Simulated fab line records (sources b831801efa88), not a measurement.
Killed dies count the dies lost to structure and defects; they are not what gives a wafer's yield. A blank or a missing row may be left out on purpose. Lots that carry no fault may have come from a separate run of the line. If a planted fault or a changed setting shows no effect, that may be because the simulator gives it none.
Chamber matching | flow gf180mcu | GF_CONTACT_CMP_04 on cmp-02: 3 sister chambers
The step polishes SiO2. 3 wafers are shown with their chamber, then 5 later ones without.

## EACH WAFER AND ITS CHAMBER
wafer  | chamber | motor current A (A)
L640.1 | 2       | 11.9
L640.2 | 0       | 12.8
L644.1 | 1       | 10.1

## WAFERS WITHOUT THEIR CHAMBER
wafer  | motor current A (A)
L644.4 | 12.6
L645.4 | 12.2
L645.6 | 12.2
L646.2 | 9.9
L646.6 | 9.6

## EACH ONE'S CHAMBER
wafer  | from the rows above     | in truth
L644.4 | can't be placed: 0 or 2 | 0
L645.4 | can't be placed: 2 or 0 | 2
L645.6 | can't be placed: 2 or 0 | 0
L646.2 | 1                       | 1
L646.6 | 1                       | 1
Correctly placed: 2 of 5. Can't be placed from these rows: 3 (the true chamber is among the candidates in 3). Number placed wrongly: 0.
How it was worked out, from the rows above alone: a wafer's distance from a chamber is the root of the sum, over the readings, of the square of ((its reading less the chamber's mean) divided by the reading's scatter). If the next closest chamber is less than 2 further off than the closest, the wafer can't be placed; otherwise it belongs to the closest. The mean given for a chamber averages the wafers shown for that chamber. The scatter (one wafer shown for each chamber): square how far every hidden wafer sits from the nearest shown wafer, average those squares and take the square root.
